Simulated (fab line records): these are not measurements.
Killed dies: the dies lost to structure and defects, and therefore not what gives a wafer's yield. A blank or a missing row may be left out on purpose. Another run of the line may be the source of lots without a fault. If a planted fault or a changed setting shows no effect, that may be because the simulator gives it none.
Problem report in the 8D (eight disciplines) form, filled by code | flow sky130 | the parts of the form that need people (team, actions taken, sign-off) are left out

## 1. WHAT IS WRONG
At SKY_METAL5_METAL_ETCH_15, oes_product_au averages 0.821 a.u. over 3 wafers from 2 lots, while fault-free wafers read 0.894 a.u., standard deviation 0.0055. Measured from the usual mean, that is -13 standard deviations.
The step: etches the open film in Cl2/BCl3, stops on SiO2, target depth 1260 nm, time 252 s.
The first sign was on wafer L260.1 at day 45 02:08, on rie_metal-01. The record has a number at this step for 33 wafers belonging to 11 lots. Rule for "out", or "out of limits": more than 4 standard deviations from the usual mean. The other wafers with a number count as sound.

## 2. WHAT IT IS; WHAT IT IS NOT
question                    | is                     | is not
which readings at this step | oes_product_au         | drypump_motor_current_A, throttle_valve_pct
which lots                  | L260, L261             | L256, L259, L268, L271, L272, L274, L275, L276, L277
which wafers of those lots  | L260.1, L260.6, L261.3 | L260.2, L261.4, L261.5
read on which tools         | rie_metal-01           | rie_metal-02, rie_metal-03
when                        | from day 45 02:08      | up to then (7 sound wafers); but 23 sound wafers of L261, L268, L271, L272, L274, L275, L276, L277 came after

## 3. THE SUSPECTS, EACH WITH WHAT RULES IT OUT
Counting: if a tool at a process step up to the reading ran every lot that is out, it stays a suspect. Sound lots after the first of them don't rule it out here, since some wafers of a struck lot are sound.
- rie_metal-01 at SKY_METAL5_METAL_ETCH_15 (etches the open film in Cl2/BCl3, stops on SiO2, target depth 1260 nm, time 252 s): kept. It ran every lot that is out, first L260 (day 45 02:08); its last sound lot up to then is L259 (day 44 20:02). Its own readings are out on those wafers: oes_product_au.
- Within rie_metal-01 at SKY_METAL5_METAL_ETCH_15, the wafers that are out were processed in chamber 0 and their sound lot-mates in chamber 1.
The count leaves rie_metal-01 at SKY_METAL5_METAL_ETCH_15.

## 4. THE CAUSE (what the simulator had put in)
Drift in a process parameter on rie_metal-01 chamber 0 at SKY_METAL5_METAL_ETCH_15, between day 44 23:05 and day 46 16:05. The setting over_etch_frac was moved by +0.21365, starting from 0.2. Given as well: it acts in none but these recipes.
The count eliminated every tool but this one.

## 5. THE CHAIN OF EFFECTS, in route order
Rows list readings where the struck wafers' mean (over those with a number) sits beyond 3 standard deviations from the usual. Only readings whose record carries a usual standard deviation are examined. hours: median over the lots of the time between each lot's start at the first step of this table that gives one and its start at this step. sigmas: the change, counted in usual standard deviations.
hours | step                     | reading                  | usual      | on struck wafers | change | sigmas
0     | SKY_METAL5_METAL_ETCH_15 | oes_product_au           | 0.894 a.u. | 0.821            | -0.073 | -13
0     | SKY_METAL5_STRIP_16      | strip_time_to_endpoint_s | 13.04 s    | 11.79            | -1.25  | -6.9
It contains these process steps:
- SKY_METAL5_METAL_ETCH_15: etches the open film in Cl2/BCl3, stops on SiO2, target depth 1260 nm, time 252 s.
- SKY_METAL5_STRIP_16: strips in O2/N2.

## 6. HOW IT WOULD HAVE BEEN CAUGHT EARLIER
3 hours passed between the start of the fault at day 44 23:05 and the first reading out of limits in this record, taken at day 45 02:08.
